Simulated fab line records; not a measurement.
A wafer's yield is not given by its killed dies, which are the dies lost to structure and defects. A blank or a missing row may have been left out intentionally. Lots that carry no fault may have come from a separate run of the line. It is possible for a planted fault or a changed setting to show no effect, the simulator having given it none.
A lot that was struck, set against a sound lot	flow sky130	43 steps out of a route of 708
Sound: the wafers L305.2, L305.3, L305.6. Struck: wafer L318.5 (left out: L318.1, L318.6 of the same lot, which were not struck); the cause appears at the end.
At each step with rows: each side's tool, then ch and its chambers, then its first start. Under that, the readings that differ: sound wafers	struck wafers	difference of the means	sigmas: that difference in standard deviations of wafers without a fault.
alike: readings whose means differ by less than 2 such deviations, and words and numbers that are the same on both sides. not compared: withheld readings, readings that some wafer has no value for, bounds like >300 that may hide the same value, and numbers for which the record gives no deviation and whose values overlap.
A row with sigmas, a row that says differs or no value, or rows on one side alone: a step with any of these is where the two part. Numbers that don't overlap but have no deviation are shown without sigmas and don't part them. A reading that every wafer of one side lacks parts them only if that side has two wafers or more.

first, 8 steps without rows for these wafers: SKY_VIA2_DEHYDRATE_04 (time 60 s); SKY_VIA2_HMDS_05 (prime time 60 s); SKY_VIA2_COAT_06 (resist thk 60 nm); SKY_VIA2_COAT_07 (resist thk 450 nm); SKY_VIA2_SOFTBAKE_08 (time 90 s); SKY_VIA2_EXPOSE_09 (exposes mask VIM2, target cd 200 nm); SKY_VIA2_PEB_10; SKY_VIA2_DEVELOP_11 (develop time 60 s).
SKY_VIA2_CD_MEAS_12: target cd 200 nm.
  sound on cdSem-01 at day 38 12:52; struck on cdSem-01 at day 42 01:21
  alike: cdNm
SKY_VIA2_OVL_MEAS_13:
  sound on overlay-02 at day 38 12:58; struck on overlay-02 at day 42 01:28
reading	sound	struck	difference	sigmas
VIA2_OVL (nm)	-4 -10 -7	9	+16	+3
SKY_VIA2_ETCH_14: etches BARC in N2/H2, stops on SiO2, time 45.9 s, target depth 60 nm.
  sound on rieDiel-03 ch 1,3, day 38 13:00; struck on rieDiel-03 ch 1, day 42 01:30
  alike: drypumpMotorCurrentA, h2FlowSccm, oesProductAu, throttleValvePct
  not compared: rfHoursCounterH
SKY_VIA2_ETCH_15: etches SiO2 in C4F8/O2/Ar, stops on TiN, target depth 546 nm, time 84 s.
  sound on rieDiel-03 ch 1,3, day 38 13:02; struck on rieDiel-03 ch 1, day 42 01:32
  alike: oesProductAu
  not compared: rfHoursCounterH
SKY_VIA2_STRIP_16: strips in O2/N2.
  sound on plasmaAsher-01 ch 1, day 38 13:07; struck on plasmaAsher-02 ch 0, day 42 01:37
reading	sound	struck	difference	sigmas
drypumpMotorCurrentA (A)	5.7 5.7 5.7	6.4	+0.7	+2
  alike: oesProductAu, stripTimeToEndpointS
  not compared: rfHoursCounterH
then, 5 steps without rows for these wafers: SKY_VIA2_STRIP_17 (strips in post etch residue remover, time 1200 s); SKY_VIA2_CLEAN_18 (cleans in IPA, time 180 s); SKY_VIA2_CLEAN_19 (cleans in O3/DIW); SKY_VIA2_SPUTTER_20 (material TiN, target thk 20 nm, time 80 s); SKY_VIA2_CVD_21 (deposits W, target thk 420 nm, time 126.4 s).
SKY_VIA2_RS_MEAS_22: the measuring method here is four-point-probe.
  sound on filmMetro-04 at day 38 13:56; struck on filmMetro-04 at day 42 02:23
  alike: VIA2_W_RS
SKY_VIA2_THK_MEAS_23: measures by xrf.
  sound on filmMetro-04 at day 38 14:03; struck on filmMetro-04 at day 42 02:31
  alike: VIA2_W_THK
then, 4 steps without rows for these wafers: SKY_VIA2_CMP_24 (polishes, stops on SiO2, t overpolish 20 s, target thk 0 nm); SKY_METAL3_SPUTTER_00 (material Ti, target thk 15 nm, time 10 s); SKY_METAL3_SPUTTER_01 (material TiN, target thk 20 nm, time 16.7 s); SKY_METAL3_SPUTTER_02 (material AlCu, target thk 735 nm, time 39.1 s).
SKY_METAL3_SPUTTER_03: material Ti, target thk 5 nm, time 3.3 s.
  sound on pvdSputter-04 at day 38 14:29; struck on pvdSputter-02 at day 42 02:58
  alike: throttleValvePct
SKY_METAL3_SPUTTER_04: material TiN, target thk 70 nm, time 58.3 s.
  sound on pvdSputter-04 at day 38 14:30; struck on pvdSputter-02 at day 42 02:59
  alike: throttleValvePct
SKY_CAPM_CVD_00: deposits SiO2, target thk 15.5 nm.
  sound on pecvd-04 ch 1,2, day 38 14:33; struck on pecvd-01 ch 1, day 42 03:02
  alike: heaterPowerW
SKY_CAPM_THK_MEAS_01:
  sound on filmMetro-03 at day 38 14:35; struck on filmMetro-04 at day 42 03:04
  alike: CAPM_CVD_00_THK
then, 1 step without rows for these wafers: SKY_CAPM_SPUTTER_02 (material TiN, target thk 200 nm, time 166.7 s).
SKY_CAPM_RS_MEAS_03: the measuring method here is four-point-probe.
  sound on filmMetro-03 at day 38 14:46; struck on filmMetro-04 at day 42 03:14
  alike: CAPM_TIN_RS
SKY_CAPM_THK_MEAS_04: measures by xrf.
  sound on filmMetro-03 at day 38 14:52; struck on filmMetro-04 at day 42 03:21
  alike: CAPM_TIN_THK
then, 7 steps without rows for these wafers: SKY_CAPM_DEHYDRATE_05 (time 60 s); SKY_CAPM_HMDS_06 (prime time 60 s); SKY_CAPM_COAT_07 (resist thk 1140 nm); SKY_CAPM_SOFTBAKE_08 (time 60 s); SKY_CAPM_EXPOSE_09 (exposes mask CAPM, target cd 1000 nm); SKY_CAPM_PEB_10; SKY_CAPM_DEVELOP_11 (develop time 60 s).
SKY_CAPM_OVL_MEAS_12:
  sound on overlay-02 at day 39 15:07; struck on overlay-02 at day 43 01:51
  alike: CAPM_OVL
then, 3 steps without rows for these wafers: SKY_CAPM_METAL_ETCH_13 (etches TiN in Cl2/BCl3, stops on SiO2, target depth 220 nm, time 62.9 s); SKY_CAPM_STRIP_14 (strips in O2/N2); SKY_CAPM_STRIP_15 (strips in post etch residue remover, time 1200 s).
-- the record jumps here: 7 days lie between the struck wafers' starts before and after (it left off in module CAPM and takes up again in module PAD_OPEN, whose first step shown is number 708 of the route) --
SKY_PAD_OPEN_PROBE_99:
  sound on prober-01 at day 47 15:43; struck on prober-02 at day 50 07:05
reading	sound	struck	difference	sigmas
defectLimitedYield (%)	85.0 83.5 83.9	75.6	-8.5	-4
killed_at_M0_to_M3	37 40 41	82	+43	+6
killedDies	74 81 79	120	+42	+4
sort_bin_3_pad_short (%)	1.0 1.0 1.2	3.9	+2.8	+6
sort_bin_5_function (%)	7.5 10.0 10.6	15.4	+6.0	+4
sortNPass	418 411 413	372	-42	-4
sortYieldPct (%)	85.0 83.5 83.9	75.6	-8.5	-4
model.etest.tester.sortNPass	418 411 413	372	-42	
model.etest.tester.sortYieldPct (%)	84.96 83.54 83.94	75.61	-8.54	
model.etest.tester.sort_bin_5_pct (%)	7.52 9.959 10.57	15.45	+6.10	
model.etest.tester.sort_bin_3_pct (%)	1.016 1.016 1.22	3.862	+2.778	
  alike: killed_at_M4_up, killedAtContacts, killedAtFrontEnd, killedAtOther, killedOpen, killedShort, sort_bin_6_memory

WHERE THEY PART
At SKY_VIA2_OVL_MEAS_13 first; at SKY_PAD_OPEN_PROBE_99 last (within this record only).

WHY: the cause the simulator had injected
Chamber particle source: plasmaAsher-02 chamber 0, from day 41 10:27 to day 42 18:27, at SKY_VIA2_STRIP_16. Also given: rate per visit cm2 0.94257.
